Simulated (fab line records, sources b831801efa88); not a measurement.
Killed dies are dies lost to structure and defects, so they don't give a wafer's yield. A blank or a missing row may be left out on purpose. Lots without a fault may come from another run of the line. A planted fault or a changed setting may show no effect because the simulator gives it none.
A struck lot beside a sound one | flow sky130 | 14 steps out of a route of 708
Sound: wafers L422.1, L422.4, L422.5. Struck: wafers L432.1, L432.3, L432.6. The cause comes at the end.
At each step with rows: each side's tool, then ch and its chambers, then its first start. Under that, the readings that differ: sound wafers | struck wafers | difference of the means | sigmas: that difference in standard deviations of wafers without a fault.
alike: readings whose means differ by less than 2 such deviations, and words and numbers that are the same on both sides. not compared: withheld readings, readings that some wafer has no value for, bounds like >300 that may hide the same value, and numbers for which the record gives no deviation and whose values overlap.
The two part at a step that has a row with sigmas, a row that says differs or no value, or rows on one side only. Numbers that don't overlap but have no deviation are shown without sigmas and don't part them. A reading that every wafer of one side lacks parts them only if that side has two wafers or more.

first, 8 steps without rows for these wafers: SKY_VIA1_DEHYDRATE_04 (time 60 s); SKY_VIA1_HMDS_05 (prime time 60 s); SKY_VIA1_COAT_06 (resist thk 60 nm); SKY_VIA1_COAT_07 (resist thk 450 nm); SKY_VIA1_SOFTBAKE_08 (time 90 s); SKY_VIA1_EXPOSE_09 (exposes mask VIM, target cd 150 nm); SKY_VIA1_PEB_10; SKY_VIA1_DEVELOP_11 (develop time 60 s).
SKY_VIA1_CD_MEAS_12: target cd 150 nm.
  sound on cd_sem-01, day 35 01:22; struck on cd_sem-01, day 38 09:43
  alike: cd_nm
SKY_VIA1_OVL_MEAS_13:
  sound on overlay-02, day 35 01:29; struck on overlay-02, day 38 09:50
  alike: VIA1_OVL
SKY_VIA1_ETCH_14: etches BARC in N2/H2, stops on SiO2, time 45.9 s, target depth 60 nm.
  sound on rie_diel-03 ch 1,2,3, day 35 01:31; struck on rie_diel-02 ch 0,1,2, day 38 09:53
  alike: bias_w, drypump_motor_current_A, h2_flow_sccm, oes_product_au, throttle_valve_pct
  not compared: rf_hours_counter_h
SKY_VIA1_ETCH_15: etches SiO2 in C4F8/O2/Ar, stops on TiN, target depth 351 nm, time 54 s.
  sound on rie_diel-03 ch 1,2,3, day 35 01:34; struck on rie_diel-02 ch 0,1,2, day 38 09:55
  alike: bias_w, oes_product_au
  not compared: rf_hours_counter_h
SKY_VIA1_STRIP_16: strips in O2/N2.
  sound on plasma_asher-01 ch 0,1, day 35 01:37; struck on plasma_asher-02 ch 0,1, day 38 09:58
  no value came back on the struck wafers for chamber_pressure_mTorr (mTorr), drypump_motor_current_A (A), oes_product_au (a.u.), strip_time_to_endpoint_s (s); on the sound wafers chamber_pressure_mTorr (mTorr) reads 1500.5 1500.5 1499.8
  reading                                     | sound | struck            | difference | sigmas
  model.KrF-thick_of_VIA1_COAT_07.thk_nm (nm) | 0 0 0 | 318.7 321.6 324.4 | +321.6     |
  not compared: rf_hours_counter_h
then, 1 step without rows for these wafers: SKY_VIA1_STRIP_17 (strips in post etch residue remover, time 1200 s).

WHERE THEY PART
Only at SKY_VIA1_STRIP_16, within this record.

WHY: what the simulator had put in
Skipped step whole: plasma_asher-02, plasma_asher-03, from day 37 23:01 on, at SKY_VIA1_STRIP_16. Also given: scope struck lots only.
